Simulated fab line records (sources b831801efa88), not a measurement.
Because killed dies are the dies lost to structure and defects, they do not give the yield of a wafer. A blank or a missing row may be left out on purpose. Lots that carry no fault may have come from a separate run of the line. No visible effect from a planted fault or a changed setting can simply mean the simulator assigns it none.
fab line records    flow sky130
record lots=14  wafers=42  last-day=50
route steps=708 shown METAL2@506 VIA4@642 METAL5@666 PAD_OPEN@708
lots that met no fault: from a run of the same line without faults
start-h: the number of hours between the record's first day and the start of the first shown wafer of the lot    wait-h: hours since the lot's step before    " identical to the entry in the row above    L1.1+2: a single row standing in for several wafers    - no value, or no start given    * or withheld: withheld    < > ~ a bound
route shown NAME@n: a module of which the file shows steps, and the number in the route of the first    usual: average and standard deviation across the fault-free wafers    same: alike in all rows    chamber/n: place in a boat    sites: per-site readings    _std_site: the standard deviation of these    _edge_site: the outer-site mean with the inner-site mean subtracted    radius-mm: for every site, how far away it sits from the centre of the wafer    mask NAME#n: copy n    behind: the most recent tool/chamber to have shaped the wafer    hold: the reason the lot was held/the length of the hold in hours/how it ended    device: whichever transistor did not switch (one of n, p or np)    end of line: the route-end tests of the same wafers    a step without rows: its recipe alone    killed: at the first sort, the dies lost to defects and structure; wafer yield is something else    map: a wafer's dies, x killed, . not, _ none there
set.NAME: the setting that was run; set.NAME@STEP: the one run at that earlier step    model.NAME: the simulator's own value behind a step, which no gauge read
the route's steps for a sample of lots (tables are steps, rows are wafers)
services: from which hour (start-h, from the record's first day; less than 0 if before it) a tool's chamber was out of use, for how many hours, and why
## steps
# step SKY_METAL2_CLEAN_23
# recipe chemistry=O3/DIW  dry=n2-spin
lot.wafer   tool          chamber  start-h  wait-h
L988.3+4+6  wet-bench-02  2        828.58   0.0
L991.1+2+4  wet-bench-02  3        870.35   0.0
L990.1+4+6  wet-bench-02  1        876.62   0.0
L993.3+4+6  wet-bench-02  0        877.27   0.0
L992.2+3+4  wet-bench-02  3        878.85   0.0
L994.2+4+5  wet-bench-04  2        883.51   0.0
L995.4+5+6  wet-bench-02  3        916.55   0.0
L996.4+5+6  wet-bench-02  0        917.31   0.0
L998.3+4+5  wet-bench-01  1        918.23   0.0
L101.2+4+6  wet-bench-02  0        926.25   0.0
L102.1+4+5  wet-bench-02  1        937.54   0.0
L104.1+4+6  wet-bench-04  0        948.22   0.0
L106.3+4+5  wet-bench-01  2        960.51   0.1
L109.1+3+4  wet-bench-01  0        979.45   0.0
# step SKY_VIA4_BOW_MEAS_03
# recipe mode=bow
# usual VIA4_BOW=81/8.6
lot.wafer  tool           chamber  start-h  wait-h  VIA4_BOW[um]
L988.3     film-metro-04  -        988.36   0.2     82
L988.4     "              -        "        "       80
L988.6     "              -        "        "       73
L991.1     film-metro-02  -        1026.18  0.1     78
L991.2     "              -        "        "       78
L991.4     "              -        "        "       85
L990.1     film-metro-02  -        1030.94  0.1     81
L990.4     "              -        "        "       89
L990.6     "              -        "        "       92
L993.3     film-metro-04  -        1032.33  0.2     73
L993.4     "              -        "        "       77
L993.6     "              -        "        "       70
L992.2     film-metro-03  -        1036.60  0.2     77
L992.3     "              -        "        "       77
L992.4     "              -        "        "       81
L994.2     film-metro-03  -        1037.59  0.2     87
L994.4     "              -        "        "       89
L994.5     "              -        "        "       80
L995.4     film-metro-02  -        1066.63  0.2     73
L995.5     "              -        "        "       71
L995.6     "              -        "        "       97
L996.4     film-metro-04  -        1067.78  0.2     73
L996.5     "              -        "        "       71
L996.6     "              -        "        "       68
L998.3     film-metro-03  -        1067.91  0.3     68
L998.4     "              -        "        "       78
L998.5     "              -        "        "       75
L101.2     film-metro-04  -        1071.34  0.3     81
L101.4     "              -        "        "       69
L101.6     "              -        "        "       81
L102.1     film-metro-03  -        1083.77  0.2     60
L102.4     "              -        "        "       80
L102.5     "              -        "        "       77
L104.1     film-metro-03  -        1091.91  0.2     77
L104.4     "              -        "        "       71
L104.6     "              -        "        "       85
L106.3     film-metro-04  -        1101.90  0.2     89
L106.4     "              -        "        "       98
L106.5     "              -        "        "       96
L109.1     film-metro-02  -        1118.87  0.1     93
L109.3     "              -        "        "       89
L109.4     "              -        "        "       85
# step SKY_VIA4_OVL_MEAS_11
# usual VIA4_OVL=0.8/1.2
lot.wafer  tool        chamber  start-h  wait-h  VIA4_OVL[nm]
L988.3     overlay-02  -        1010.58  0.1     0.7
L988.4     "           -        "        "       2.0
L988.6     "           -        "        "       4.2
L991.1     overlay-01  -        1047.58  0.1     -0.3
L991.2     "           -        "        "       0.2
L991.4     "           -        "        "       0.8
L990.1     overlay-01  -        1052.23  0.1     1.2
L990.4     "           -        "        "       1.2
L990.6     "           -        "        "       2.3
L993.3     overlay-01  -        1053.98  0.1     1.1
L993.4     "           -        "        "       0.8
L993.6     "           -        "        "       1.7
L992.2     overlay-01  -        1057.89  0.1     -0.4
L992.3     "           -        "        "       2.2
L992.4     "           -        "        "       1.6
L994.2     overlay-01  -        1059.31  0.1     1.6
L994.4     "           -        "        "       1.3
L994.5     "           -        "        "       0.8
L995.4     overlay-02  -        1087.59  0.1     -0.7
L995.5     "           -        "        "       -0.1
L995.6     "           -        "        "       -1.1
L996.4     overlay-01  -        1087.95  0.1     0.0
L996.5     "           -        "        "       -0.5
L996.6     "           -        "        "       -1.6
L998.3     overlay-02  -        1088.83  0.1     0.4
L998.4     "           -        "        "       1.8
L998.5     "           -        "        "       1.7
L101.2     overlay-02  -        1091.37  0.1     2.0
L101.4     "           -        "        "       0.7
L101.6     "           -        "        "       3.0
L102.1     overlay-01  -        1103.87  0.1     4.2
L102.4     "           -        "        "       1.4
L102.5     "           -        "        "       0.5
L104.1     overlay-01  -        1111.97  0.1     -0.6
L104.4     "           -        "        "       0.6
L104.6     "           -        "        "       -1.8
L106.3     overlay-01  -        1122.08  0.1     0.6
L106.4     "           -        "        "       1.9
L106.5     "           -        "        "       2.0
L109.1     overlay-02  -        1137.66  0.1     1.6
L109.3     "           -        "        "       0.1
L109.4     "           -        "        "       0.0
# step SKY_METAL5_RS_MEAS_05
# recipe thk-meas-gauge=four-point-probe  reads=TiN_of_METAL5_SPUTTER_04+Ti_of_METAL5_SPUTTER_03+AlCu_of_METAL5_SPUTTER_02+TiN_of_METAL5_SPUTTER_01+Ti_of_METAL5_SPUTTER_00
# usual METAL5_ALCU_RS=0.0271/0.00044
lot.wafer  tool           chamber  start-h  wait-h  METAL5_ALCU_RS[ohm/sq]
L988.3     film-metro-02  -        1012.53  0.1     0.0267
L988.4     "              -        "        "       0.0272
L988.6     "              -        "        "       0.0273
L991.1     film-metro-02  -        1049.18  0.0     0.0276
L991.2     "              -        "        "       0.0272
L991.4     "              -        "        "       0.0273
L990.1     film-metro-02  -        1053.80  0.0     0.0273
L990.4     "              -        "        "       0.0269
L990.6     "              -        "        "       0.0274
L993.3     film-metro-01  -        1055.57  0.1     0.0269
L993.4     "              -        "        "       0.0273
L993.6     "              -        "        "       0.0271
L992.2     film-metro-02  -        1059.54  0.0     0.0277
L992.3     "              -        "        "       0.0274
L992.4     "              -        "        "       0.0276
L994.2     film-metro-01  -        1060.95  0.0     0.0274
L994.4     "              -        "        "       0.0275
L994.5     "              -        "        "       0.0274
L995.4     film-metro-02  -        1089.26  0.1     0.0272
L995.5     "              -        "        "       0.0275
L995.6     "              -        "        "       0.0274
L996.4     film-metro-04  -        1089.55  0.1     0.0275
L996.5     "              -        "        "       0.0267
L996.6     "              -        "        "       0.0268
L998.3     film-metro-04  -        1090.45  0.1     0.0281
L998.4     "              -        "        "       0.0281
L998.5     "              -        "        "       0.0283
L101.2     film-metro-02  -        1093.00  0.0     0.0275
L101.4     "              -        "        "       0.0272
L101.6     "              -        "        "       0.0272
L102.1     film-metro-02  -        1105.43  0.0     0.0270
L102.4     "              -        "        "       0.0271
L102.5     "              -        "        "       0.0272
L104.1     film-metro-04  -        1113.53  0.0     0.0274
L104.4     "              -        "        "       0.0276
L104.6     "              -        "        "       0.0277
L106.3     film-metro-04  -        1126.52  0.1     0.0266
L106.4     "              -        "        "       0.0266
L106.5     "              -        "        "       0.0269
L109.1     film-metro-02  -        1139.22  0.0     0.0265
L109.3     "              -        "        "       0.0270
L109.4     "              -        "        "       0.0262
# step SKY_PAD_OPEN_PROBE_99
# usual defect-limited-yield=82.8/1.9  killed_at_M0_to_M3=43/7.5  killed_at_M4_up=2.8/1.8  killed-at-contacts=24/5.3  killed-at-front-end=14/4.2  killed-at-other=0.3/0.54  killed-dies=84/9.4  killed-open=46/7.1  killed-short=38/6.6  sort_bin_3_pad_short=0.8/0.42  sort_bin_5_function=10.1/1.4  sort_bin_6_memory=6.2/1.1  sort-n-pass=408/9.4  sort-yield-pct=82.8/1.9
# same gross-dies=492  killed-at-back-side=0  sort_bin_4_leakage[%]=0  sort_bin_8_speed[%]=0
lot.wafer  tool       chamber  start-h  wait-h  defect-limited-yield[%]  killed_at_M0_to_M3  killed_at_M4_up  killed-at-contacts  killed-at-front-end  killed-at-other  killed-dies  killed-open  killed-short  sort_bin_3_pad_short[%]  sort_bin_5_function[%]  sort_bin_6_memory[%]  sort-n-pass  sort-yield-pct[%]
L101.2     prober-01  -        1154.70  0.1     73.6                     91                  6                19                  14                   0                130          47           41            1.6                      17.3                    7.5                   362          73.6
L101.4     prober-01  -        1154.80  0.2     76.8                     78                  1                18                  16                   1                114          40           28            2.0                      13.8                    7.3                   378          76.8
L101.6     prober-01  -        1154.90  0.2     74.2                     82                  4                20                  20                   1                127          43           43            1.0                      16.9                    7.9                   365          74.2
L102.1     prober-01  -        1166.03  0.1     78.5                     71                  4                22                  9                    0                106          37           35            1.8                      13.2                    6.5                   386          78.5
L102.4     prober-01  -        1166.18  0.2     77.4                     84                  3                13                  11                   0                111          36           32            1.2                      14.6                    6.7                   381          77.4
L102.5     prober-01  -        1166.23  0.2     74.2                     87                  4                22                  14                   0                127          47           38            2.0                      14.4                    9.3                   365          74.2
L106.3     prober-02  -        1181.03  0.2     83.5                     28                  2                36                  15                   0                81           44           37            0.6                      9.1                     6.7                   411          83.5
L106.4     prober-02  -        1181.08  0.2     83.1                     41                  2                27                  13                   0                83           49           34            0.6                      8.9                     7.3                   409          83.1
L106.5     prober-02  -        1181.13  0.2     80.3                     50                  5                28                  14                   0                97           49           45            0.6                      11.8                    7.3                   395          80.3
# killed by level:class
L101.2 METAL2:unspecified=42 VIA1:geometric-particle:open=12 CONTACT:geometric-particle:open=6 VIA3:geometric-particle:open=6 VIA1:geometric-particle:short=5 LI_CONTACT:geometric-particle:open=5 METAL2:geometric-particle:short=5 VIA2:geometric-particle:open=5
L101.4 METAL2:unspecified=45 VIA1:geometric-particle:open=11 METAL1:geometric-particle:short=8 LI_CONTACT:geometric-particle:open=6 CONTACT:geometric-particle:open=6 FIELD_ISO:geometric-particle:open=5 CONTACT:geometric-particle:short=4 FIELD_ISO:geometric-particle:short=3
L101.6 METAL2:unspecified=38 METAL1:geometric-particle:short=12 VIA1:geometric-particle:open=9 CONTACT:geometric-particle:open=8 VIA2:geometric-particle:open=8 FIELD_ISO:geometric-particle:open=6 VIA3:geometric-particle:open=5 LI_CONTACT:geometric-particle:short=4
L102.1 METAL2:unspecified=33 VIA1:geometric-particle:open=8 CONTACT:geometric-particle:open=8 VIA3:geometric-particle:open=8 VIA1:geometric-particle:short=5 POLY_GATE:geometric-particle:short=4 LI_CONTACT:geometric-particle:short=4 CONTACT:geometric-particle:short=4
L102.4 METAL2:unspecified=42 VIA3:geometric-particle:open=8 FIELD_ISO:geometric-particle:open=5 VIA2:geometric-particle:open=5 METAL3:geometric-particle:short=5 VIA1:geometric-particle:open=4 CONTACT:geometric-particle:open=4 VIA1:geometric-particle:short=4
L102.5 METAL2:unspecified=42 LI_CONTACT:geometric-particle:open=8 CONTACT:geometric-particle:open=7 VIA2:geometric-particle:open=7 VIA1:geometric-particle:open=7 VIA1:geometric-particle:short=7 FIELD_ISO:geometric-particle:open=6 VIA3:geometric-particle:open=6
L106.3 CONTACT:geometric-particle:open=11 LI_CONTACT:geometric-particle:open=9 LI_CONTACT:geometric-particle:short=8 FIELD_ISO:geometric-particle:short=6 VIA1:geometric-particle:open=6 VIA3:geometric-particle:open=6 FIELD_ISO:geometric-particle:open=4 METAL1:geometric-particle:short=4
L106.4 VIA3:geometric-particle:open=11 METAL2:geometric-particle:short=9 LI_CONTACT:geometric-particle:open=9 CONTACT:geometric-particle:open=9 FIELD_ISO:geometric-particle:open=7 VIA2:geometric-particle:open=5 FIELD_ISO:geometric-particle:short=4 LOCAL_INTERCONNECT:geometric-particle:short=3
L106.5 LI_CONTACT:geometric-particle:open=12 VIA1:geometric-particle:open=12 VIA3:geometric-particle:open=9 METAL2:geometric-particle:short=8 FIELD_ISO:geometric-particle:short=7 VIA2:geometric-particle:open=5 METAL4:geometric-particle:short=5 FIELD_ISO:geometric-particle:open=4
## services
tool          chamber  start-h  hours  kind
wet-bench-01  -        951.64   5.2    repair
wet-bench-02  -        960.03   69.1   repair
## key
first-sign step=SKY_PAD_OPEN_PROBE_99  reading=killed_at_M0_to_M3  direction=up  sigmas=5.2  usual=43  struck=82
effect step=SKY_PAD_OPEN_PROBE_99  reading=sort-n-pass  direction=down  sigmas=3.7  usual=408  struck=373
met-at SKY_METAL2_CLEAN_23
struck-lots L101,L102
not-acting-at SKY_VIA4_BOW_MEAS_03,SKY_VIA4_OVL_MEAS_11,SKY_METAL5_RS_MEAS_05
onset-between 917.31 926.25
fault kind=chamber-particle-source  tool=wet-bench-02  chamber=-  onset-h=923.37  steps=SKY_METAL2_CLEAN_23  rate-per-visit-cm2=0.39262
